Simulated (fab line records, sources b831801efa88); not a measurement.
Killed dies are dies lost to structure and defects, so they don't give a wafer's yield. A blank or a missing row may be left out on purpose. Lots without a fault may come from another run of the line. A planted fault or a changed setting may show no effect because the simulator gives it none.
A struck lot beside a sound one | flow gf180mcu | 18 steps out of a route of 602
Sound: wafers L798.1, L798.2, L798.4. Struck: wafers L813.2, L813.4, L813.5. The cause comes at the end.
At each step with rows: each side's tool, then ch and its chambers, then its first start. Under that, the readings that differ: sound wafers | struck wafers | difference of the means | sigmas: that difference in standard deviations of wafers without a fault.
alike: readings whose means differ by less than 2 such deviations, and words and numbers that are the same on both sides. not compared: withheld readings, readings that some wafer has no value for, bounds like >300 that may hide the same value, and numbers for which the record gives no deviation and whose values overlap.
The two part at a step that has a row with sigmas, a row that says differs or no value, or rows on one side only. Numbers that don't overlap but have no deviation are shown without sigmas and don't part them. A reading that every wafer of one side lacks parts them only if that side has two wafers or more.

first, 3 steps without rows for these wafers: GF_V2_EXPOSE_11 (exposes mask Via2, target cd 260 nm); GF_V2_PEB_12 (peb time 90 s); GF_V2_DEVELOP_13 (develop time 60 s).
GF_V2_CD_MEAS_14: target cd 260 nm.
  sound on cd_sem-01, day 20 18:59; struck on cd_sem-01, day 26 02:35
  alike: cd_nm
GF_V2_OVL_MEAS_15:
  sound on overlay-02, day 20 19:07; struck on overlay-01, day 26 02:41
  alike: V2_OVL
GF_V2_ETCH_16: etches BARC in N2/H2.
  sound on rie_diel-03 ch 0,1,3, day 20 19:08; struck on rie_diel-02 ch 2,3, day 26 02:43
  alike: drypump_motor_current_A, n2_flow_sccm, oes_product_au, throttle_valve_pct
GF_V2_ETCH_17: etches SiO2 in C4F8/O2/Ar, stops on TiN, target depth 630 nm.
  sound on rie_diel-03 ch 0,1,3; struck on rie_diel-02 ch 2,3
  alike: oes_product_au
then, 3 steps without rows for these wafers: GF_V2_STRIP_18 (strips in O2/N2); GF_V2_STRIP_19 (strips in post etch residue remover, time 1200 s); GF_V2_CLEAN_20 (cleans in DIW).
GF_V2_SPUTTER_21: material Ti, target thk 15 nm, time 80.02 s.
  sound on pvd_sputter-01, day 20 19:49; struck on pvd_sputter-01, day 26 03:44
  alike: throttle_valve_pct
GF_V2_SPUTTER_22: material TiN, target thk 10 nm, time 40 s.
  sound on pvd_sputter-01, day 20 19:52; struck on pvd_sputter-01, day 26 03:47
  alike: throttle_valve_pct
GF_V2_CVD_23: deposits W, target thk 350 nm, time 104.94 s.
  sound on cvd_w-02 ch 0,1, day 20 19:55; struck on cvd_w-02 ch 0,1, day 26 03:50
  reading                          | sound                | struck               | difference | sigmas
  susceptor_temp_C (C)             | 400.09 400.07 400.19 | 411.54 411.57 411.32 | +11.36     | +57
  model.W_of_V2_CVD_23.thk_nm (nm) | 357.1 352.2 356.4    | 427.2 427.3 422.6    | +70.5      |
  alike: heater_power_w
GF_V2_RS_MEAS_24: measures by four-point-probe.
  sound on film_metro-01, day 20 20:01; struck on film_metro-01, day 26 03:58
  reading          | sound             | struck            | difference | sigmas
  V2_W_RS (ohm/sq) | 0.321 0.326 0.322 | 0.268 0.268 0.271 | -0.054     | -12
GF_V2_THK_MEAS_25: measures by xrf.
  sound on film_metro-01, day 20 20:08; struck on film_metro-01, day 26 04:04
  reading       | sound       | struck      | difference | sigmas
  V2_W_THK (nm) | 356 351 355 | 417 417 411 | +61        | +11
GF_V2_CMP_26: polishes, stops on SiO2, t overpolish 15 s, target thk 0 nm.
  sound on cmp-01 ch 0,1,2, day 20 20:12; struck on cmp-01 ch 1,3, day 26 04:07
  reading                | sound    | struck      | difference | sigmas
  time_to_endpoint_s (s) | 84 83 93 | 101 105 108 | +18        | +5
  alike: motor_current_A, retaining_ring_pressure_frac
GF_M3_SPUTTER_00: material Ti, target thk 37.5 nm, time 150 s.
  sound on pvd_sputter-04, day 20 20:30; struck on pvd_sputter-02, day 26 04:25
  alike: throttle_valve_pct
-- the record jumps here: 8 days lie between the struck wafers' starts before and after (it left off in module M3 and takes up again in module PASSIVATION, whose first step shown is number 602 of the route) --
GF_PASSIVATION_PROBE_99:
  the record has rows for the struck wafers here (prober-01, day 33 16:53) and none for the sound ones

WHERE THEY PART
First at GF_V2_CVD_23; last, within this record, at GF_PASSIVATION_PROBE_99.

WHY: what the simulator had put in
Process parameter drift: cvd_w-02, from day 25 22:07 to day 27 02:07, at GF_V2_CVD_23. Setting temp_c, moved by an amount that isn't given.
